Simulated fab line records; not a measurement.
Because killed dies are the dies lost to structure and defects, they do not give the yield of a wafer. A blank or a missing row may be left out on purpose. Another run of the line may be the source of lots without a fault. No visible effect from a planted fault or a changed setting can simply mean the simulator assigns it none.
What tool caused it? || flow gf180mcu || 6 lots with 18 wafers sampled at 2 steps, on a route of 602 steps

WHAT EACH GAUGE READ, for each wafer
GF_PSD_RS_MEAS_14: measures by four-point-probe.
{"lot": "L540", "measured": "day 14 12:40", "on": "filmMetro-01", "NSD_RS (ohm/sq)": "46.07 46.17 46.17"}
{"lot": "L542", "measured": "day 15 06:02", "on": "filmMetro-04", "NSD_RS (ohm/sq)": "46.13 46.05 46.12"}
{"lot": "L547", "measured": "day 17 04:26", "on": "filmMetro-01", "NSD_RS (ohm/sq)": "46.05 46.14 46.06"}
{"lot": "L554", "measured": "day 19 21:38", "on": "filmMetro-04", "NSD_RS (ohm/sq)": "43.52 43.55 43.54 43.54 43.45 43.51"}
{"lot": "L556", "measured": "day 20 11:32", "on": "filmMetro-02", "NSD_RS (ohm/sq)": "43.55 43.54 43.57 43.59 43.48 43.59"}
{"lot": "L562", "measured": "day 22 05:16", "on": "filmMetro-01", "NSD_RS (ohm/sq)": "46.03 46.05 46.10"}

TOOL THAT RAN EACH LOT (tool first, then ch and the chambers of the sampled wafers, then the start)
{"lot": "L540", "GF_PSD_RTA_13": "rtpAnneal-02 ch 0, day 14 12:34"}
{"lot": "L542", "GF_PSD_RTA_13": "rtpAnneal-02 ch 0, day 15 05:56"}
{"lot": "L547", "GF_PSD_RTA_13": "rtpAnneal-01 ch 0, day 17 04:22"}
{"lot": "L554", "GF_PSD_RTA_13": "rtpAnneal-02 ch 0, day 19 21:32"}
{"lot": "L556", "GF_PSD_RTA_13": "rtpAnneal-02 ch 0, day 20 11:28"}
{"lot": "L562", "GF_PSD_RTA_13": "rtpAnneal-01 ch 0, day 22 05:10"}
- GF_PSD_RTA_13: time 20 s.

THE ANSWER, worked out from the rows above alone
Rule: the usual values come from the lots themselves. Put in order of their means at a reading, lots are off if they are a third of the lots or fewer, leave a main group of 4 or more, and stand apart from it by a gap of 3 or more times the standard deviation of the main group's means; of several such gaps the widest counts. A main group whose means are all the same, to the digits that the tables above print for the reading, isn't used. A lot without any number at a reading at which 4 lots or more have one is off too. Where the step has rows for the other lots, those lots are counted as sound.
Off: at GF_PSD_RS_MEAS_14 (NSD_RS), L554, L556. Mean 46.09 ohm/sq and standard deviation 0.028 in the main group.
A tool fits if, at a process step before that reading, it ran every lot that is off, and no sound lot after the first of them. Those tools and the gauges at GF_PSD_RS_MEAS_14 are tried in the same way. One fits: GF_PSD_RTA_13 on rtpAnneal-02. A fault onset in the window from L542 (day 15 05:56, its last sound lot) to L554 (day 19 21:32, its first lot off) fits.

WHAT THE SIMULATOR HAD INSERTED
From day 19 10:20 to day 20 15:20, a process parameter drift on rtpAnneal-02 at GF_PSD_RTA_13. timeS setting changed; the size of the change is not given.
Shown lots that were struck: L554, L556. Same finding as the rule above.
